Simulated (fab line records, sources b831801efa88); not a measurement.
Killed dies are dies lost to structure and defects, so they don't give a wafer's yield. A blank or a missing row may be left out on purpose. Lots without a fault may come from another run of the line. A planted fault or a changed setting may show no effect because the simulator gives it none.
Chamber matching | flow sky130 | SKY_VIA2_CMP_24 on cmp-01: 4 sister chambers
The step polishes, stops on SiO2, t overpolish 20 s, target thk 0 nm. 16 wafers are shown with their chamber, then 8 later ones without.

WAFERS WITH THEIR CHAMBER
wafer  | chamber | motor_current_A (A) | time_to_endpoint_s (s)
L499.2 | 3       | 12.5                | 105
L499.3 | 2       | 10.0                | 109
L499.5 | 1       | 11.7                | 108
L500.1 | 1       | 11.4                | 105
L500.2 | 0       | 9.4                 | 104
L500.3 | 2       | 10.3                | 104
L505.2 | 1       | 12.0                | 103
L505.3 | 0       | 9.4                 | 100
L505.5 | 3       | 12.9                | 103
L510.1 | 0       | 9.6                 | 104
L510.2 | 2       | 10.1                | 108
L510.6 | 0       | 9.1                 | 104
L514.1 | 3       | 12.1                | 97
L514.2 | 2       | 9.9                 | 103
L514.6 | 2       | 9.7                 | 102
L517.2 | 3       | 12.3                | 102

SIGNATURES (means of the wafers above)
reading            | chamber 0 | chamber 1 | chamber 2 | chamber 3 | scatter within a chamber
motor_current_A    | 9.375     | 11.700    | 10.000    | 12.450    | 0.267
time_to_endpoint_s | 103.00    | 105.33    | 105.20    | 101.75    | 2.86
Rule: a wafer's distance from a chamber is the root of the sum, over the readings, of the square of ((its reading less the chamber's mean) divided by the reading's scatter). The wafer belongs to the nearest chamber; if the next one is less than 2 further off, it can't be placed. The scatter: the root of (the sum of the squares of (reading less its chamber's mean) over the shown wafers, divided by (wafers less chambers)).

WAFERS WITHOUT THEIR CHAMBER
wafer  | motor_current_A (A) | time_to_endpoint_s (s)
L517.3 | 10.9                | 101
L517.5 | 11.8                | 102
L520.1 | 10.4                | 100
L520.3 | 9.5                 | 98
L520.6 | 10.1                | 103
L522.1 | 12.1                | 103
L522.2 | 9.4                 | 101
L522.6 | 9.5                 | 100

WHICH CHAMBER EACH WENT THROUGH
wafer  | from the rows above     | in truth
L517.3 | can't be placed: 1 or 2 | 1
L517.5 | can't be placed: 1 or 3 | 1
L520.1 | can't be placed: 2 or 0 | 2
L520.3 | can't be placed: 0 or 2 | 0
L520.6 | can't be placed: 2 or 0 | 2
L522.1 | can't be placed: 3 or 1 | 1
L522.2 | can't be placed: 0 or 2 | 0
L522.6 | can't be placed: 0 or 2 | 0
Placed correctly: 0 of 8. Can't be placed from these rows: 8 (the true chamber is among the candidates in 8). Placed wrongly: 0.
